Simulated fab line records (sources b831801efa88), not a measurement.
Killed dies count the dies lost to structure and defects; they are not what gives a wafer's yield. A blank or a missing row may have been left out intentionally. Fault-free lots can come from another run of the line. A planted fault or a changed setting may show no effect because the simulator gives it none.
Struck lot and sound lot, side by side || flow sfq_line || 26 out of 325 route steps
Sound: wafers L583.3, L583.4, L583.6. Struck: wafer L591.3 (L591.1, L591.2, from the same lot, were not struck and are left out); the cause is given at the end.
Order at every step that has rows: each side's tool, ch and its chambers, its first start. Under that, the readings that differ: sound wafers || struck wafers || difference of the means || sigmas: that difference in standard deviations of wafers without a fault.
alike: words and numbers the same on both sides, and readings whose means are apart by under 2 such deviations; not compared: readings that were withheld, readings missing a value for some wafer, numbers with overlapping values and no deviation given by the record, and bounds like >300 which may hide the same value.
Wherever a step has rows on one side only, a row that says differs or no value, or a row with sigmas, the two part there. When numbers do not overlap yet have no deviation, they are printed without sigmas and do not part them. Lack of a reading on every wafer of one side parts them only where that side has two or more wafers.

SFQ_L0_RS_MEAS_901: the measuring method here is four-point-probe.
  sound on film_metro-04 at day 1 17:36; struck on film_metro-03 at day 3 09:34
  alike: L0_MONX_KI_RS
SFQ_L0_THK_MEAS_902: measures by xrf.
  sound on film_metro-04 at day 1 17:42; struck on film_metro-03 at day 3 09:41
  alike: L0_MONX_KI_THK
then, 6 steps without rows for these wafers: SFQ_TRILAYER_L0_LITHO_COAT_010 (resist thk 62 nm); SFQ_TRILAYER_L0_LITHO_COAT_005 (resist thk 600 nm); SFQ_TRILAYER_L0_LITHO_SOFTBAKE_009; SFQ_TRILAYER_L0_LITHO_EXPOSE_006 (exposes mask L0, target cd 2000 nm); SFQ_TRILAYER_L0_LITHO_PEB_008 (peb time 60 s); SFQ_TRILAYER_L0_LITHO_DEVELOP_007 (time 60 s).
-- the record jumps here: 3 days lie between the struck wafers' starts before and after --
SFQ_TRILAYER_L0_BARC_OPEN_METAL_ETCH_010: etches BARC in O2, target depth 125 nm, time 41.7 s.
  sound on rie_metal-03 ch 0,1, day 4 07:47; struck on rie_metal-01 ch 0, day 6 12:33
  alike: drypump_motor_current_A, oes_product_au
  not compared: rf_hours_counter_h
then, 1 step without rows for these wafers: SFQ_TRILAYER_L0_ETCH_METAL_ETCH_008 (etches MoNx KI in SF6/O2, stops on SiO2, target depth 50 nm, time 25 s).
SFQ_TRILAYER_L0_STRIP_STRIP_009: strips in O2.
  sound on rie_metal-03 ch 0,1, day 4 08:04; struck on rie_metal-01 ch 0, day 6 12:39
  alike: drypump_motor_current_A, oes_product_au
  not compared: rf_hours_counter_h
then, 1 step without rows for these wafers: SFQ_TRILAYER_L0_STRIP_SOLV_CLEAN_010 (cleans in NMP, time 600 s).
SFQ_TRILAYER_L0_CAP_PECVD_011: deposits SiO2 from SiH4/N2O, time 13.333 s, target thk 60 nm.
  sound on pecvd-03 ch 0,1, day 4 08:52; struck on pecvd-03 ch 0, day 6 13:26
{"reading": "model.SiO2_of_TRILAYER_L0_CAP_PECVD_011.thk_nm (nm)", "sound": "59.38 60.34 60.1", "struck": 32.44, "difference": -27.50, "sigmas": ""}
  alike: heater_power_w, throttle_valve_pct
then, 6 steps without rows for these wafers: SFQ_TRILAYER_L0_VIA_LITHO_COAT_018 (resist thk 62 nm); SFQ_TRILAYER_L0_VIA_LITHO_COAT_013 (resist thk 650 nm); SFQ_TRILAYER_L0_VIA_LITHO_SOFTBAKE_017; SFQ_TRILAYER_L0_VIA_LITHO_EXPOSE_014 (exposes mask L0V, target cd 700 nm); SFQ_TRILAYER_L0_VIA_LITHO_PEB_016 (peb time 60 s); SFQ_TRILAYER_L0_VIA_LITHO_DEVELOP_015 (time 60 s).
-- the record jumps here: 4 days lie between the struck wafers' starts before and after --
SFQ_L0V_OVL_MEAS_903:
  sound on overlay-02 at day 7 22:05; struck on overlay-01 at day 10 17:04
  alike: L0V_OVL
SFQ_TRILAYER_L0_VIA_BARC_OPEN_VIA_ETCH_021: etches BARC in O2, target depth 125 nm, time 41.7 s.
  sound on rie_diel-01 ch 0,1,2, day 7 22:07; struck on rie_diel-03 ch 1, day 10 17:06
{"reading": "drypump_motor_current_A (A)", "sound": "6.0 5.7 5.9", "struck": 4.8, "difference": -1.1, "sigmas": -2}
  alike: oes_product_au
  not compared: rf_hours_counter_h
SFQ_TRILAYER_L0_VIA_ETCH_VIA_ETCH_016: etches SiO2 in CHF3, stops on MoNx KI, target depth 80 nm.
  sound on rie_diel-01 ch 0,1,2, day 7 22:09; struck on rie_diel-03 ch 1, day 10 17:08
{"reading": "drypump_motor_current_A (A)", "sound": "6.1 5.7 5.9", "struck": 4.8, "difference": -1.1, "sigmas": -2}
{"reading": "oes_product_au (a.u.)", "sound": "0.834 0.848 0.842", "struck": 0.631, "difference": -0.210, "sigmas": -23}
{"reading": "model.etch.depth_nm (nm)", "sound": "59.38 60.34 60.1", "struck": 32.44, "difference": -27.50, "sigmas": ""}
{"reading": "model.L0V.feature_depth_nm (nm)", "sound": "59.38 60.34 60.1", "struck": 32.44, "difference": -27.50, "sigmas": ""}
SFQ_TRILAYER_L0_VIA_STRIP_STRIP_017: strips in O2.
  sound on rie_metal-02 ch 0,1, day 7 22:24; struck on rie_metal-02 ch 1, day 10 17:11
  alike: drypump_motor_current_A, oes_product_au
  not compared: rf_hours_counter_h
then, 1 step without rows for these wafers: SFQ_TRILAYER_L0_VIA_STRIP_SOLV_CLEAN_018 (cleans in NMP, time 600 s).
SFQ_TRILAYER_M0_DEP_PRE_CLEAN_020: time 15 s.
  sound on pvd_sputter-03 at day 7 22:58; struck on pvd_sputter-05 at day 10 17:59
{"reading": "model.SiO2_of_TRILAYER_L0_CAP_PECVD_011.thk_nm (nm)", "sound": "54.38 55.34 55.1", "struck": 27.44, "difference": -27.50, "sigmas": ""}
SFQ_TRILAYER_M0_DEP_SPUTTER_019: material Nb, target thk 200 nm, time 133.3 s.
  sound on pvd_sputter-03 at day 7 23:00; struck on pvd_sputter-05 at day 10 18:01
  alike: throttle_valve_pct

## WHERE THEY PART
First at SFQ_TRILAYER_L0_VIA_BARC_OPEN_VIA_ETCH_021; last, within this record, at SFQ_TRILAYER_L0_VIA_ETCH_VIA_ETCH_016. Later steps at which nothing parts them and some readings are alike: SFQ_TRILAYER_L0_VIA_STRIP_STRIP_017, SFQ_TRILAYER_M0_DEP_SPUTTER_019.

WHY: whatever the simulator had introduced
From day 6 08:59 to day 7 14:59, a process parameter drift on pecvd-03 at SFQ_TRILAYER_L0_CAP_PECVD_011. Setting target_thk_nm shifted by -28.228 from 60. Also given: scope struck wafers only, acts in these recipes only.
